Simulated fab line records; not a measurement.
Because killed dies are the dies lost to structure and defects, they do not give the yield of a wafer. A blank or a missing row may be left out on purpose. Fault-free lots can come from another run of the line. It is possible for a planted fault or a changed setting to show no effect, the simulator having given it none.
Matching of chambers -- flow sky130 -- 4 sister chambers for SKY_VIA1_CMP_02 on cmp-02
The step polishes SiO2. 8 wafers are shown with their chamber, then 12 later ones without.

== EACH WAFER AND ITS CHAMBER ==
wafer,chamber,motor-current-A (A)
L087.6,2,12.0
L088.6,1,12.4
L088.1,2,12.6
L088.2,3,10.2
L088.5,0,11.1
L092.1,0,11.1
L092.2,3,9.7
L092.6,1,12.7

== WAFERS WITH NO CHAMBER GIVEN ==
wafer,motor-current-A (A)
L093.3,11.9
L093.5,12.4
L093.6,11.3
L093.1,10.7
L093.2,12.8
L093.4,12.5
L095.3,10.8
L095.4,12.2
L095.5,10.8
L095.1,10.5
L095.2,13.0
L095.6,12.5

== WHICH CHAMBER EACH WENT THROUGH ==
wafer,from the rows above,in truth
L093.3,can't be placed: 2 or 1 or 0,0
L093.5,can't be placed: 2 or 1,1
L093.6,0,0
L093.1,can't be placed: 0 or 3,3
L093.2,can't be placed: 1 or 2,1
L093.4,can't be placed: 1 or 2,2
L095.3,can't be placed: 0 or 3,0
L095.4,can't be placed: 2 or 1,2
L095.5,can't be placed: 0 or 3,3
L095.1,can't be placed: 3 or 0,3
L095.2,can't be placed: 1 or 2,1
L095.6,can't be placed: 1 or 2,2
Placed correctly: 1 of 12. Cannot be placed on the basis of these rows: 11; the candidates contain the true chamber in 11. Wrongly placed: 0.
How it was worked out, from the rows above alone: a wafer's distance from a chamber is the root of the sum, over the readings, of the square of ((its reading less the chamber's mean) divided by the reading's scatter). The wafer belongs to the nearest chamber; if the next one is less than 2 further off, it can't be placed. For every chamber, the mean is computed from those of its wafers that are shown. The scatter: the root of (the sum of the squares of (reading less its chamber's mean) over the shown wafers, divided by (wafers less chambers)).
